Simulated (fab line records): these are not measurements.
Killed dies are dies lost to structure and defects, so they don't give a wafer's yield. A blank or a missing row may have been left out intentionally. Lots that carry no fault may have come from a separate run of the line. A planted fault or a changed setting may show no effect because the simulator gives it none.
The tool behind it: which one? | flow gf180mcu | Sampling: 11 lots, 33 wafers, 6 of 602 route steps

== WHAT THE GAUGES READ, wafer by wafer ==
GF_POLY_GATE_OVL_MEAS_11.
lot  | measured     | on         | POLY_GATE_OVL (nm)
L180 | day 9 07:11  | overlay-02 | -11 -11 -12
L182 | day 10 03:28 | overlay-01 | -5 2 -8
L184 | day 10 17:19 | overlay-01 | -8 -13 -4
L187 | day 11 17:37 | overlay-01 | 3 -4 -1
L189 | day 12 00:07 | overlay-02 | -1 -9 -3
L191 | day 12 17:44 | overlay-01 | -5 -5 -1
L195 | day 14 04:02 | overlay-02 | 3 -6 -1
L196 | day 14 11:04 | overlay-02 | -4 3 1
L198 | day 14 22:51 | overlay-02 | -2 -12 0
L201 | day 15 15:35 | overlay-02 | -4 -1 -3
L202 | day 16 00:48 | overlay-02 | -2 -9 3

GF_HV_LDD_TW_MEAS_38.
lot  | measured     | on            | HV_LDD_3_TW
L180 | day 11 17:17 | film metro-02 | 1438 1434 1438
L182 | day 12 15:37 | film metro-04 | 1440 1432 1444
L184 | day 13 06:26 | film metro-03 | 1368 1379 1377 1379 1377 1370
L187 | day 14 08:44 | film metro-02 | 1382 1381 1382 1374 1377 1381
L189 | day 14 16:56 | film metro-03 | 1438 1442 1435
L191 | day 15 10:08 | film metro-02 | 1438 1441 1448
L195 | day 16 23:38 | film metro-04 | 1441 1435 1440
L196 | day 17 08:20 | film metro-04 | 1443 1433 1434
L198 | day 17 21:37 | film metro-02 | 1443 1444 1446
L201 | day 18 16:35 | film metro-02 | 1445 1442 1437
L202 | day 19 01:44 | film metro-02 | 1436 1445 1449

GF_HV_LDD_RS_MEAS_53: the measuring method here is four-point-probe.
lot  | measured     | on            | HV_LDD_RS (ohm/sq)
L180 | day 12 13:12 | film metro-04 | 417.1 417.4 417.0
L182 | day 13 12:19 | film metro-02 | 418.2 418.1 418.6
L184 | day 14 03:33 | film metro-04 | 428.8 427.1 428.5 428.8 427.5 428.7
L187 | day 15 06:18 | film metro-02 | 429.1 427.5 428.3 429.0 428.0 428.1
L189 | day 15 14:39 | film metro-03 | 419.1 418.6 419.0
L191 | day 16 08:43 | film metro-02 | 418.3 417.5 418.7
L195 | day 17 23:31 | film metro-04 | 417.6 418.0 418.0
L196 | day 18 08:28 | film metro-03 | 417.9 417.9 418.1
L198 | day 18 21:40 | film metro-03 | 419.7 418.3 419.4
L201 | day 19 18:06 | film metro-04 | 417.7 418.1 417.1
L202 | day 20 03:03 | film metro-03 | 419.0 418.6 419.3

== WHICH TOOL RAN EACH LOT (tool, then ch and the chambers of the sampled wafers, then the start) ==
lot  | GF_POLY_GATE_ETCH_12               | GF_HV_LDD_STRIP_22                   | GF_HV_LDD_IMPLANT_34
L180 | rie diel-03 ch 0,2,3, day 9 07:14  | plasma asher-04 ch 0,1, day 10 21:46 | implanter-04 ch 0, day 11 16:44
L182 | rie diel-03 ch 0,2, day 10 03:29   | plasma asher-01 ch 0,1, day 11 19:05 | implanter-03 ch 0, day 12 15:04
L184 | rie diel-01 ch 0,1,3, day 10 17:20 | plasma asher-04 ch 0,1, day 12 09:44 | implanter-03 ch 0, day 13 05:53
L187 | rie diel-03 ch 0,1,3, day 11 17:38 | plasma asher-02 ch 0,1, day 13 11:46 | implanter-03 ch 0, day 14 08:13
L189 | rie diel-01 ch 2,3, day 12 00:08   | plasma asher-04 ch 0,1, day 13 19:04 | implanter-01 ch 0, day 14 16:23
L191 | rie diel-03 ch 0,1,3, day 12 17:47 | plasma asher-01 ch 0,1, day 14 11:43 | implanter-04 ch 0, day 15 09:35
L195 | rie diel-01 ch 0,1,3, day 14 04:04 | plasma asher-02 ch 0,1, day 15 23:55 | implanter-03 ch 0, day 16 23:06
L196 | rie diel-01 ch 2,3, day 14 11:05   | plasma asher-01 ch 0,1, day 16 08:35 | implanter-03 ch 0, day 17 07:48
L198 | rie diel-01 ch 0,2,3, day 14 22:53 | plasma asher-01 ch 0,1, day 16 22:11 | implanter-01 ch 0, day 17 21:04
L201 | rie diel-02 ch 0,1,3, day 15 15:38 | plasma asher-01 ch 0,1, day 17 16:06 | implanter-03 ch 0, day 18 16:02
L202 | rie diel-02 ch 0,2,3, day 16 00:50 | plasma asher-04 ch 0,1, day 18 01:04 | implanter-03 ch 0, day 19 01:11
- GF_POLY_GATE_ETCH_12: etches BARC in N2/H2.
- GF_HV_LDD_STRIP_22: strips in O2/N2.
- GF_HV_LDD_IMPLANT_34

== AS READ BY THE TOOLS THEMSELVES (means over the sampled wafers that have a number; for cases with no such wafer, the mark the record gives instead) ==
GF_POLY_GATE_ETCH_12.
lot  | tool        | drypump motor current A (A) | h2 flow sccm (sccm) | oes product au (a.u.) | throttle valve pct (%)
L180 | rie diel-03 | 5.7                         | 199.9               | 0.738                 | 13.223
L182 | rie diel-03 | 5.4                         | 199.8               | 0.732                 | 13.210
L184 | rie diel-01 | 5.7                         | 200.1               | 0.734                 | 13.213
L187 | rie diel-03 | 5.7                         | 200.5               | 0.742                 | 13.211
L189 | rie diel-01 | 5.6                         | 200.4               | 0.734                 | 13.211
L191 | rie diel-03 | 5.6                         | 199.9               | 0.735                 | 13.212
L195 | rie diel-01 | 5.7                         | 200.1               | 0.734                 | 13.207
L196 | rie diel-01 | 5.6                         | 200.4               | 0.739                 | 13.211
L198 | rie diel-01 | 5.6                         | 200.2               | 0.734                 | 13.223
L201 | rie diel-02 | 5.5                         | 199.9               | 0.735                 | 13.209
L202 | rie diel-02 | 5.3                         | 200.2               | 0.733                 | 13.219

GF_HV_LDD_STRIP_22.
lot  | tool            | drypump motor current A (A) | heater power w (W) | oes product au (a.u.) | platen temp c (C) | strip time to endpoint s (s)
L180 | plasma asher-04 | 5.6                         | 331                | 0.713                 | 249.99            | 12.64
L182 | plasma asher-01 | 5.0                         | 315                | 0.717                 | 249.95            | 12.68
L184 | plasma asher-04 | 5.7                         | 333                | 0.715                 | 250.08            | 12.62
L187 | plasma asher-02 | 6.0                         | 317                | 0.717                 | 249.94            | 12.67
L189 | plasma asher-04 | 5.7                         | 326                | 0.716                 | 250.14            | 12.62
L191 | plasma asher-01 | 5.0                         | 311                | 0.719                 | 250.03            | 12.70
L195 | plasma asher-02 | 5.8                         | 340                | 0.714                 | 249.90            | 12.64
L196 | plasma asher-01 | 5.2                         | 305                | 0.715                 | 250.02            | 12.63
L198 | plasma asher-01 | 5.2                         | 308                | 0.716                 | 249.86            | 12.62
L201 | plasma asher-01 | 5.2                         | 303                | 0.715                 | 250.09            | 12.63
L202 | plasma asher-04 | 5.7                         | 334                | 0.717                 | 250.10            | 12.61

GF_HV_LDD_IMPLANT_34.
lot  | tool         | dose ions cm2 | faraday current uA
L180 | implanter-04 | 7.5e+12       | 43.2
L182 | implanter-03 | 7.5e+12       | 43.0
L184 | implanter-03 | 4.1e+12       | 22.9
L187 | implanter-03 | 4.1e+12       | 22.9
L189 | implanter-01 | 7.5e+12       | 41.2
L191 | implanter-04 | 7.5e+12       | 42.5
L195 | implanter-03 | 7.5e+12       | 43.1
L196 | implanter-03 | 7.5e+12       | 42.6
L198 | implanter-01 | 7.5e+12       | 43.8
L201 | implanter-03 | 7.5e+12       | 41.9
L202 | implanter-03 | 7.5e+12       | 42.1

== THE ANSWER, worked out from the rows above alone ==
Rule: the lots themselves supply what counts as usual. Put in order of their means at a reading, lots are off if they are a third of the lots or fewer, leave a main group of 4 or more, and stand apart from it by a gap of 3 or more times the standard deviation of the main group's means; of several such gaps the widest counts. A main group whose means are all the same, to the digits that the tables above print for the reading, isn't used. A lot without any number at a reading at which 4 lots or more have one is off too. All remaining lots with rows at the step are treated as sound. First the gauges in route order, then the tools' own readings, where a lot's mean is used as printed above. At the first step where some lot is off, the reading lying furthest off is the one used; lots without a number count as furthest.
Off: L184, L187, seen at GF_HV_LDD_TW_MEAS_38 (HV_LDD_3_TW). The main group has a mean of 1440 with a standard deviation of 2.7.
A tool fits if, at a process step before that reading, it ran every lot that is off, and no sound lot after the first of them. The gauges at GF_HV_LDD_TW_MEAS_38 aren't tried: what is off there is off at GF_HV_LDD_IMPLANT_34 too, on other tools, and a gauge's error can't cause that. Not one of the candidates tried fits.

== WHAT THE SIMULATOR HAD INSERTED ==
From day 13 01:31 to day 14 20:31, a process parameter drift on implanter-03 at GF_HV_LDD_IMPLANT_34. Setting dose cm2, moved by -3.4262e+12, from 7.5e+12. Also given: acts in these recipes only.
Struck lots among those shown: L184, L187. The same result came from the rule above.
